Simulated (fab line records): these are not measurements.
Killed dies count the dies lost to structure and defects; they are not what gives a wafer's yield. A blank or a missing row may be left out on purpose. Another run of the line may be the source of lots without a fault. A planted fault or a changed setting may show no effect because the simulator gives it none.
Which of the tools did it? / flow sky130 / 14 lots with 42 wafers sampled at 2 steps, on a route of 708 steps

== WHAT THE GAUGES SHOWED, per wafer ==
SKY_NWELL_RS_MEAS_29: measurement is done with a four-point probe. Usual: for NWELL_RS the level is 624.8 ohm/sq and the standard deviation is 1.5.
lot=L938; measured=day 5 07:06; on=film_metro-04; NWELL_RS (ohm/sq)=623.9 627.3 625.6; flag=
lot=L941; measured=day 5 21:09; on=film_metro-01; NWELL_RS (ohm/sq)=623.3 624.7 626.9; flag=
lot=L943; measured=day 7 08:27; on=film_metro-02; NWELL_RS (ohm/sq)=624.7 624.0 627.0; flag=
lot=L945; measured=day 7 13:23; on=film_metro-04; NWELL_RS (ohm/sq)=628.0 626.1 626.2; flag=
lot=L944; measured=day 7 13:43; on=film_metro-01; NWELL_RS (ohm/sq)=624.6 625.2 624.2; flag=
lot=L946; measured=day 7 18:15; on=film_metro-04; NWELL_RS (ohm/sq)=623.0 623.6 623.7; flag=
lot=L949; measured=day 8 06:04; on=film_metro-01; NWELL_RS (ohm/sq)=624.8 624.3 625.4; flag=
lot=L951; measured=day 8 19:41; on=film_metro-02; NWELL_RS (ohm/sq)=624.3 625.9 623.0; flag=
lot=L956; measured=day 9 18:11; on=film_metro-02; NWELL_RS (ohm/sq)=624.3 624.2 624.7; flag=
lot=L957; measured=day 10 08:10; on=film_metro-01; NWELL_RS (ohm/sq)=618.0 615.7 616.9; flag=OFF
lot=L958; measured=day 10 15:35; on=film_metro-01; NWELL_RS (ohm/sq)=619.6 620.1 618.3; flag=OFF
lot=L960; measured=day 10 21:08; on=film_metro-04; NWELL_RS (ohm/sq)=625.2 624.4 627.2; flag=
lot=L959; measured=day 10 21:28; on=film_metro-01; NWELL_RS (ohm/sq)=625.4 625.7 624.6; flag=
lot=L961; measured=day 11 04:13; on=film_metro-02; NWELL_RS (ohm/sq)=624.9 621.9 624.0; flag=

== WHICH TOOL RAN EACH LOT (tool, then ch and the chambers of the sampled wafers, then the start) ==
lot=L938; SKY_NWELL_IMPLANT_12=implanter-02 ch 0, day 4 13:48
lot=L941; SKY_NWELL_IMPLANT_12=implanter-02 ch 0, day 5 02:39
lot=L943; SKY_NWELL_IMPLANT_12=implanter-02 ch 0, day 6 12:29
lot=L945; SKY_NWELL_IMPLANT_12=implanter-04 ch 0, day 6 16:55
lot=L944; SKY_NWELL_IMPLANT_12=implanter-02 ch 0, day 6 17:15
lot=L946; SKY_NWELL_IMPLANT_12=implanter-04 ch 0, day 6 21:33
lot=L949; SKY_NWELL_IMPLANT_12=implanter-04 ch 0, day 7 08:49
lot=L951; SKY_NWELL_IMPLANT_12=implanter-01 ch 0, day 7 22:28
lot=L956; SKY_NWELL_IMPLANT_12=implanter-02 ch 0, day 8 20:28
lot=L957; SKY_NWELL_IMPLANT_12=implanter-02 ch 0, day 9 09:09
lot=L958; SKY_NWELL_IMPLANT_12=implanter-02 ch 0, day 9 16:10
lot=L960; SKY_NWELL_IMPLANT_12=implanter-01 ch 0, day 9 21:59
lot=L959; SKY_NWELL_IMPLANT_12=implanter-04 ch 0, day 9 22:20
lot=L961; SKY_NWELL_IMPLANT_12=implanter-01 ch 0, day 10 04:32
- SKY_NWELL_IMPLANT_12

== AS READ BY THE TOOLS THEMSELVES (means over the sampled wafers that have a number; for cases with no such wafer, the mark the record gives instead) ==
SKY_NWELL_IMPLANT_12. Usual: dose_ions_cm2 1.3e+12, standard deviation 1.4e+09; faraday_current_uA 7.33, standard deviation 0.16.
lot=L938 tool=implanter-02 dose_ions_cm2=1.3e+12 faraday_current_uA=7.40 flag=
lot=L941 tool=implanter-02 dose_ions_cm2=1.3e+12 faraday_current_uA=7.24 flag=
lot=L943 tool=implanter-02 dose_ions_cm2=1.3e+12 faraday_current_uA=7.36 flag=
lot=L945 tool=implanter-04 dose_ions_cm2=1.3e+12 faraday_current_uA=7.39 flag=
lot=L944 tool=implanter-02 dose_ions_cm2=1.3e+12 faraday_current_uA=7.28 flag=
lot=L946 tool=implanter-04 dose_ions_cm2=1.3e+12 faraday_current_uA=7.27 flag=
lot=L949 tool=implanter-04 dose_ions_cm2=1.3e+12 faraday_current_uA=7.28 flag=
lot=L951 tool=implanter-01 dose_ions_cm2=1.3e+12 faraday_current_uA=7.16 flag=
lot=L956 tool=implanter-02 dose_ions_cm2=1.3e+12 faraday_current_uA=7.44 flag=
lot=L957 tool=implanter-02 dose_ions_cm2=1.5e+12 faraday_current_uA=8.51 flag=OFF
lot=L958 tool=implanter-02 dose_ions_cm2=1.5e+12 faraday_current_uA=8.35 flag=OFF
lot=L960 tool=implanter-01 dose_ions_cm2=1.3e+12 faraday_current_uA=7.48 flag=
lot=L959 tool=implanter-04 dose_ions_cm2=1.3e+12 faraday_current_uA=7.23 flag=
lot=L961 tool=implanter-01 dose_ions_cm2=1.3e+12 faraday_current_uA=7.44 flag=

== THE ANSWER, worked out from the rows above alone ==
Rule: a lot counts as off when the mean over its wafers that have a number is more than 3 standard deviations away from the usual mean. Also off: a lot with no number at a reading for which 4 or more lots have one. Any other lot the step has rows for is counted as sound. After the gauges, taken in route order, come the tools' own readings; for these a lot's mean is taken, as printed above. At the first step where some lot is off, the reading lying furthest off is the one used; lots without a number count as furthest.
Off: at SKY_NWELL_RS_MEAS_29 (NWELL_RS), L957, L958.
A tool fits if, at a process step before that reading, it ran every lot that is off, and no sound lot after the first of them. The gauges at SKY_NWELL_RS_MEAS_29 aren't tried: what is off there is off at SKY_NWELL_IMPLANT_12 too, on other tools, and a gauge's error can't cause that. One fits: implanter-02 at SKY_NWELL_IMPLANT_12. Its last sound lot is L956 (day 8 20:28), its first lot that is off L957 (day 9 09:09): a fault that began between those two fits.
The tool's own readings at SKY_NWELL_IMPLANT_12 bear it out: on the lots that are off they differ by more than 5 times the standard deviation of the sound lots' means. dose_ions_cm2 reads 1.5e+12 there against 1.3e+12 on the sound lots; faraday_current_uA reads 8.43 there against 7.33 on the sound lots.

== WHAT THE SIMULATOR HAD INSERTED ==
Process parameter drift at SKY_NWELL_IMPLANT_12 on implanter-02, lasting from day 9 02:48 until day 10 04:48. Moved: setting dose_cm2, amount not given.
Struck lots among those shown: L957, L958. Same finding as the rule above.
